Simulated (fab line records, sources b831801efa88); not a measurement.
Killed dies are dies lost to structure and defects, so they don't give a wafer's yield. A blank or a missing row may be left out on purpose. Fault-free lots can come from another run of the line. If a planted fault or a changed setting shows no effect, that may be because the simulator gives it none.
A lot that was struck, set against a sound lot    flow sky130    17 steps out of a route of 708
Sound: wafers L599.2, L599.3, L599.6. The struck wafers were L602.3, L602.4, L602.5. Last of all comes the cause.
For every step that has rows: the tool of each side, followed by ch and its chambers, followed by its first start. Under that, the readings that differ: sound wafers    struck wafers    difference of the means    sigmas: that difference in standard deviations of wafers without a fault.
alike: readings whose means differ by less than 2 such deviations, and words and numbers that are the same on both sides. not compared: withheld readings, readings that some wafer has no value for, bounds like >300 that may hide the same value, and numbers for which the record gives no deviation and whose values overlap.
Wherever a step has rows on one side only, a row that says differs or no value, or a row with sigmas, the two part there. Non-overlapping numbers with no deviation appear without sigmas and do not part them. Lack of a reading on every wafer of one side parts them only where that side has two or more wafers.

first, 1 step without rows for these wafers: SKY_SD_P_DEVELOP_06 (develop time 60 s).
SKY_SD_P_CD_MEAS_07: target cd 380 nm.
  sound: cd sem-01 at day 29 22:59; struck: cd sem-01 at day 30 15:37
reading     sound              struck             difference  sigmas
cd nm (nm)  378.7 376.1 376.0  381.5 382.8 381.5  +5.0        +2
SKY_SD_P_OVL_MEAS_08:
  sound: overlay-01 at day 29 23:06; struck: overlay-01 at day 30 15:42
  alike: SD_P_OVL
following that, these wafers have no rows for 1 step: SKY_SD_P_IMPLANT_09.
SKY_SD_P_STRIP_10: strips in O2/N2.
  sound on plasma asher-04 ch 0,1, day 29 23:17; struck on plasma asher-02 ch 0,1, day 30 15:55
reading                       sound              struck             difference  sigmas
strip time to endpoint s (s)  17.57 17.58 17.56  17.46 17.49 17.51  -0.08       -2
  alike: drypump motor current A, oes product au
  not compared: rf hours counter h
SKY_SD_P_TW_MEAS_11:
  sound: film metro-01 at day 29 23:23; struck: film metro-03 at day 30 16:00
  alike: SD_P_TW
then, 6 steps without rows for these wafers: SKY_RES_XHIGH_DEHYDRATE_00 (time 60 s); SKY_RES_XHIGH_HMDS_01 (prime time 60 s); SKY_RES_XHIGH_COAT_02 (resist thk 1140 nm); SKY_RES_XHIGH_SOFTBAKE_03 (time 60 s); SKY_RES_XHIGH_EXPOSE_04 (exposes mask URPM, target cd 1270 nm); SKY_RES_XHIGH_PEB_05.
SKY_RES_XHIGH_DEVELOP_06: develop time 60 s.
  sound on litho track-03 ch 0, day 31 03:02; struck on litho track-03, day 31 19:55
  no value came back on the struck wafers for chill plate temp C (C), develop time s (s); on the sound wafers chill plate temp C (C) reads 23.03 22.85 23.05
following that, these wafers have no rows for 1 step: SKY_RES_XHIGH_IMPLANT_07.
SKY_RES_XHIGH_STRIP_08: strips in O2/N2.
  sound on plasma asher-02 ch 0,1, day 31 03:19; struck on plasma asher-03 ch 0,1, day 31 20:12
  alike: drypump motor current A, oes product au, strip time to endpoint s
  not compared: rf hours counter h
SKY_RES_XHIGH_TW_MEAS_09:
  sound: film metro-03 at day 31 03:25; struck: film metro-01 at day 31 20:17
reading       sound           struck    difference  sigmas
RES_XHIGH_TW  1657 1659 1659  30 30 30  -1628       -99 or more
then, 1 step without rows for these wafers: SKY_SD_N_DEHYDRATE_00 (time 60 s).

== WHERE THEY PART ==
Last at SKY_RES_XHIGH_TW_MEAS_09 as far as this record goes, first at SKY_SD_P_CD_MEAS_07.

WHY: whatever the simulator had introduced
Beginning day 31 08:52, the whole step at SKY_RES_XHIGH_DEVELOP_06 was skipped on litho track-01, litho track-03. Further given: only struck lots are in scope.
